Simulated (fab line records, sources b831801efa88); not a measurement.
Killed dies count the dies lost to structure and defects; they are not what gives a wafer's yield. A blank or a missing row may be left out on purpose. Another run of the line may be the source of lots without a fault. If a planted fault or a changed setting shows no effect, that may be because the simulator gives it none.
2 desks looking at one fault | flow sky130 | each desk has only its own numbers; what lay behind them comes last

## THE TOOL OWNER'S DESK: implanter-04
SKY_NWELL_IMPLANT_12, tool's own readings: per-lot mean of the sampled wafers with a number, covering each lot this tool ran. Any lot whose mean is over 4 standard deviations away from the usual mean is out of limits and marked OUT; that distance is given in the brackets.
Columns: A = beam_energy_keV at SKY_NWELL_IMPLANT_12, usual 120.00
lot  | first seen here | A
L834 | day 7 12:36     | 141.13 (+99 or more) OUT
L835 | day 7 17:08     | 141.13 (+99 or more) OUT
L836 | day 7 22:08     | 141.12 (+99 or more) OUT
This desk's finding: out of limits on L834, L835, L836; first on L834, day 7 12:36 (beam_energy_keV at SKY_NWELL_IMPLANT_12). In limits: none.

## METROLOGY DESK
Lot by lot, what the gauges showed, no matter which tool ran the lot: averages of those sampled wafers that carry a number. Any lot whose mean is over 4 standard deviations away from the usual mean is out of limits and marked OUT; that distance is given in the brackets.
Columns: A = PWDE_RS at SKY_NWELL_RS_MEAS_31, usual 5275 ohm/sq
lot  | first seen here | A
L822 | day 5 11:12     | 5273
L823 | day 5 13:12     | 5274
L824 | day 5 17:00     | 5291
L826 | day 6 03:24     | 5288
L827 | day 6 14:28     | 5312
L834 | day 8 11:11     | 5298
L835 | day 8 14:49     | 5281
L836 | day 8 20:35     | 5255
L840 | day 9 21:21     | 5275
L841 | day 10 04:56    | 5249
L842 | day 10 09:34    | 5284
L843 | day 10 15:49    | 5261
L844 | day 10 22:34    | 5261
This desk found nothing out of limits on any of the 13 lots.

## ALL TOGETHER
On L834, L835, L836, at day 7 12:36, an alarm was possible from the tool owner's desk.
The metrology desk saw nothing out of limits.
The metrology desk has L834, L835, L836 on record, within its limits.
SKY_NWELL_IMPLANT_12 was run on implanter-04 by each of the lots named.

## WHAT THE SIMULATOR HAD PUT IN
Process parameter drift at SKY_NWELL_IMPLANT_12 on implanter-04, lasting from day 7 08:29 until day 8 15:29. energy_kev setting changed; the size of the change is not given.
Shown lots that were struck: L834, L835, L836.
Hours from the fault's start to each desk's first reading out of limits: the tool owner's desk, 4.
